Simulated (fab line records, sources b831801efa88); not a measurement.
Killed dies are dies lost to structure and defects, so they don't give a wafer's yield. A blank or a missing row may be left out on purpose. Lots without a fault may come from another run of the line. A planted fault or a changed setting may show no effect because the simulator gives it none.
Which tool did it? | flow sky130 | 13 lots, 39 wafers sampled, at 3 steps of a route of 708

WHAT THE GAUGES READ, wafer by wafer
SKY_FIELD_ISO_THK_MEAS_25.
lot  | measured    | on            | FIELD_ISO_CVD_24_THK (nm)
L203 | day 2 17:40 | film_metro-03 | 591 598 592
L206 | day 3 09:01 | film_metro-01 | 600 599 594
L208 | day 3 16:58 | film_metro-01 | 596 598 610
L210 | day 4 00:09 | film_metro-02 | 601 605 606
L211 | day 4 08:41 | film_metro-01 | 597 596 605
L215 | day 5 05:45 | film_metro-03 | 604 603 595
L216 | day 5 09:26 | film_metro-02 | 603 604 598
L218 | day 5 17:58 | film_metro-01 | 593 592 589
L219 | day 6 05:09 | film_metro-01 | 605 600 601
L220 | day 6 05:09 | film_metro-02 | 595 583 589
L221 | day 6 15:01 | film_metro-01 | 607 603 599
L223 | day 7 05:13 | film_metro-02 | 601 604 596
L224 | day 7 05:15 | film_metro-03 | 597 596 598

SKY_NWELL_RS_MEAS_31: measures by four-point-probe.
lot  | measured     | on            | PWDE_RS (ohm/sq)
L203 | day 5 22:37  | film_metro-02 | 5277 5273 5283
L206 | day 6 11:56  | film_metro-04 | 5291 5283 5297
L208 | day 6 18:51  | film_metro-03 | 5275 5282 5266
L210 | day 7 10:32  | film_metro-02 | 5313 5272 5272
L211 | day 7 19:59  | film_metro-03 | 5272 5277 5255
L215 | day 8 19:35  | film_metro-04 | 5281 5301 5297
L216 | day 9 07:32  | film_metro-04 | 5263 5278 5256
L218 | day 9 20:36  | film_metro-03 | 5271 5268 5280
L219 | day 10 07:26 | film_metro-04 | 5282 5291 5285
L220 | day 10 06:04 | film_metro-03 | 5274 5267 5256
L221 | day 10 10:14 | film_metro-03 | 5274 5285 5269
L223 | day 11 02:49 | film_metro-04 | 5298 5286 5277
L224 | day 11 04:54 | film_metro-02 | 5281 5282 5295

WHICH TOOL RAN EACH LOT (tool, then ch and the chambers of the sampled wafers, then the start)
lot  | SKY_NWELL_IMPLANT_12
L203 | implanter-03 ch 0, day 5 03:06
L206 | implanter-03 ch 0, day 5 17:20
L208 | implanter-03 ch 0, day 6 00:20
L210 | implanter-03 ch 0, day 6 13:14
L211 | implanter-01 ch 0, day 6 22:56
L215 | implanter-02 ch 0, day 7 21:23
L216 | implanter-02 ch 0, day 8 09:15
L218 | implanter-02 ch 0, day 8 21:23
L219 | implanter-03 ch 0, day 9 07:17
L220 | implanter-03 ch 0, day 9 06:27
L221 | implanter-02 ch 0, day 9 10:48
L223 | implanter-03 ch 0, day 10 02:05
L224 | implanter-02 ch 0, day 10 04:33
- SKY_NWELL_IMPLANT_12

WHAT THE TOOLS THEMSELVES READ (means of the sampled wafers that have a number; where no wafer has one, the mark that the record gives instead)
SKY_NWELL_IMPLANT_12.
lot  | tool         | beam_energy_keV | beam_on_s (s) | end_station_pressure_torr (Torr)
L203 | implanter-03 | 120.01          | 10.01         | 4.88e-06
L206 | implanter-03 | 119.97          | 9.86          | 5.12e-06
L208 | implanter-03 | 94.81           | 10.00         | 5.03e-06
L210 | implanter-03 | 94.82           | 9.94          | 5.11e-06
L211 | implanter-01 | 119.98          | 9.83          | 4.95e-06
L215 | implanter-02 | 120.01          | 10.09         | 5.03e-06
L216 | implanter-02 | 119.97          | 10.09         | 4.60e-06
L218 | implanter-02 | 120.01          | 10.14         | 5.11e-06
L219 | implanter-03 | 120.00          | 10.18         | 4.98e-06
L220 | implanter-03 | 119.99          | 10.12         | 4.85e-06
L221 | implanter-02 | 120.01          | 9.91          | 4.89e-06
L223 | implanter-03 | 119.93          | 9.99          | 4.93e-06
L224 | implanter-02 | 119.98          | 9.93          | 5.23e-06

THE ANSWER, worked out from the rows above alone
Rule: what is usual is taken from the lots themselves. Put in order of their means at a reading, lots are off if they are a third of the lots or fewer, leave a main group of 4 or more, and stand apart from it by a gap of 3 or more times the standard deviation of the main group's means; of several such gaps the widest counts. A main group whose means are all the same, to the digits that the tables above print for the reading, isn't used. A lot without any number at a reading at which 4 lots or more have one is off too. The other lots that the step has rows for count as sound. The gauges are gone through in route order, then the tools' own readings, and for those a lot's mean is taken as printed above. The first step at which some lot is off is used, and at that step the reading that is off furthest; a lot without a number counts as furthest.
Off: L208, L210, at SKY_NWELL_IMPLANT_12 (beam_energy_keV). The main group: mean 119.99, standard deviation 0.024.
A tool fits if, at that step or a process step before it, it ran every lot that is off, and no sound lot after the first of them. None of those tried fits.

WHAT THE SIMULATOR HAD PUT IN
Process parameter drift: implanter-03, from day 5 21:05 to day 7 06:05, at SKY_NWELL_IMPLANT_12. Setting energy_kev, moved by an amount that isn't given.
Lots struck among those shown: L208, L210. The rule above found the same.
